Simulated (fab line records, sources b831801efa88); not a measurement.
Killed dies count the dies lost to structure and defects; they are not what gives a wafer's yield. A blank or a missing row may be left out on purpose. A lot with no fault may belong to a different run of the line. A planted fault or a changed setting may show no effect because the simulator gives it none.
The same fault as seen by 2 desks -- flow sfqLine -- each desk holds nothing but its own numbers, with what lay behind them at the end

== THE METROLOGY DESK ==
Lot by lot, what the gauges showed, no matter which tool ran the lot: averages of those sampled wafers that carry a number. If a lot's mean is further than 4 standard deviations from the usual mean, the lot is out of limits and carries the mark OUT (the distance appears in the brackets).
Columns: A = M5_OVL at SFQ_M5_OVL_MEAS_932, usual 3 nm
lot,first seen here,A
L208,day 64 13:47,4
L210,day 65 08:25,5
L211,day 65 20:25,3
L213,day 67 06:01,6
L214,day 67 09:37,9
L215,day 67 13:13,4
L216,day 67 15:38,9
L217,day 67 20:25,-4
L218,day 68 07:13,4
L220,day 68 12:01,8
L221,day 68 13:13,4
L222,day 69 01:13,3
L228,day 70 13:13,6
L229,day 70 14:25,2
L230,day 70 15:37,-0
This desk's verdict: no lot among the 15 shows anything out of limits.

== FOR THE TOOL OWNER'S DESK: rieMetal-04 ==
The tool's own readings at SFQ_TRILAYER_JJ_CE_ETCH_RIE_118 (chemistry SF6, target Nb, stops on Al2O3, time 97.7 s, target depth 170 nm): means of the sampled wafers that have a number, for each lot that ran on this tool. If a lot's mean is further than 4 standard deviations from the usual mean, the lot is out of limits and carries the mark OUT (the distance appears in the brackets).
Columns: A = drypumpMotorCurrentA at SFQ_TRILAYER_JJ_CE_ETCH_RIE_118, usual 6.0 A; B = oesProductAu at SFQ_TRILAYER_JJ_CE_ETCH_RIE_118, usual 0.987 a.u.
lot,first seen here,A,B
L208,day 59 01:52,6.5,0.994
L211,day 60 04:19,6.5,0.990
L215,day 62 21:02,6.6,0.993
L217,day 63 06:28,6.5,0.992
L220,day 64 09:45,6.5,0.969
L221,day 64 11:18,6.5,0.954 (-4.8) OUT
L222,day 64 23:19,6.6,0.944 (-6.3) OUT
L228,day 68 01:47,6.6,0.984
This desk finds L221, L222 out of limits, L221 being first, at day 64 11:18 (oesProductAu at SFQ_TRILAYER_JJ_CE_ETCH_RIE_118). Within limits: L208, L211, L215, L217, L220, L228.

== TAKEN TOGETHER ==
The tool owner's desk had the chance to raise an alarm at day 64 11:18 on L221, L222.
From the metrology desk's view, nothing was out of limits.
The metrology desk holds a record of L221, L222, inside its limits.
Of the lots named, all ran SFQ_TRILAYER_JJ_CE_ETCH_RIE_118 on rieMetal-04.

== WHAT HAD BEEN PUT IN BY THE SIMULATOR ==
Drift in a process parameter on rieMetal-04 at SFQ_TRILAYER_JJ_CE_ETCH_RIE_118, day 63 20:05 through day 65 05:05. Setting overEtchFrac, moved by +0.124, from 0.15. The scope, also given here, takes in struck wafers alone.
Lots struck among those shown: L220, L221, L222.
Delay in hours, fault start to first out-of-limits reading, by desk: the tool owner's desk at 15.
